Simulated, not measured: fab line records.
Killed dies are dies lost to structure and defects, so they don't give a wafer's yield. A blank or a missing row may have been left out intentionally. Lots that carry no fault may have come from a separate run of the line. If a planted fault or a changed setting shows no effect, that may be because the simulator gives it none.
Chamber matching || flow sky130 || SKY_CONTACT_CMP_27 on cmp-01 has 4 sister chambers
The step polishes, stops on SiO2, t overpolish 15 s, target thk 0 nm. 4 wafers are shown with their chamber, then 9 later ones without.

== WAFERS WITH THEIR CHAMBER ==
{"wafer": "L080.5", "chamber": 1, "motor current A (A)": 14.5}
{"wafer": "L081.2", "chamber": 3, "motor current A (A)": 9.7}
{"wafer": "L082.3", "chamber": 2, "motor current A (A)": 11.2}
{"wafer": "L082.5", "chamber": 0, "motor current A (A)": 12.6}

== WAFERS WHOSE CHAMBER IS MISSING ==
{"wafer": "L083.4", "motor current A (A)": 11.9}
{"wafer": "L083.5", "motor current A (A)": 11.3}
{"wafer": "L083.6", "motor current A (A)": 9.6}
{"wafer": "L086.1", "motor current A (A)": 13.3}
{"wafer": "L086.2", "motor current A (A)": 13.8}
{"wafer": "L086.5", "motor current A (A)": 11.8}
{"wafer": "L087.2", "motor current A (A)": 11.9}
{"wafer": "L087.3", "motor current A (A)": 14.5}
{"wafer": "L087.5", "motor current A (A)": 13.2}

== EACH ONE'S CHAMBER ==
{"wafer": "L083.4", "from the rows above": "can't be placed: 0 or 2", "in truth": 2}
{"wafer": "L083.5", "from the rows above": 2, "in truth": 2}
{"wafer": "L083.6", "from the rows above": 3, "in truth": 3}
{"wafer": "L086.1", "from the rows above": "can't be placed: 0 or 1", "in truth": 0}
{"wafer": "L086.2", "from the rows above": "can't be placed: 1 or 0", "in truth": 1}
{"wafer": "L086.5", "from the rows above": "can't be placed: 2 or 0", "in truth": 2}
{"wafer": "L087.2", "from the rows above": "can't be placed: 0 or 2", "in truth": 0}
{"wafer": "L087.3", "from the rows above": 1, "in truth": 1}
{"wafer": "L087.5", "from the rows above": "can't be placed: 0 or 1", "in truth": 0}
Placed correctly: 3 of 9. Can't be placed from these rows: 6 (the true chamber is among the candidates in 6). Number placed wrongly: 0.
How it was worked out, from the rows above alone: a wafer's distance from a chamber is the root of the sum, over the readings, of the square of ((its reading less the chamber's mean) divided by the reading's scatter). If the next closest chamber is less than 2 further off than the closest, the wafer can't be placed; otherwise it belongs to the closest. For every chamber, the mean is computed from those of its wafers that are shown. The scatter (one wafer shown for each chamber): square how far every hidden wafer sits from the nearest shown wafer, average those squares and take the square root.
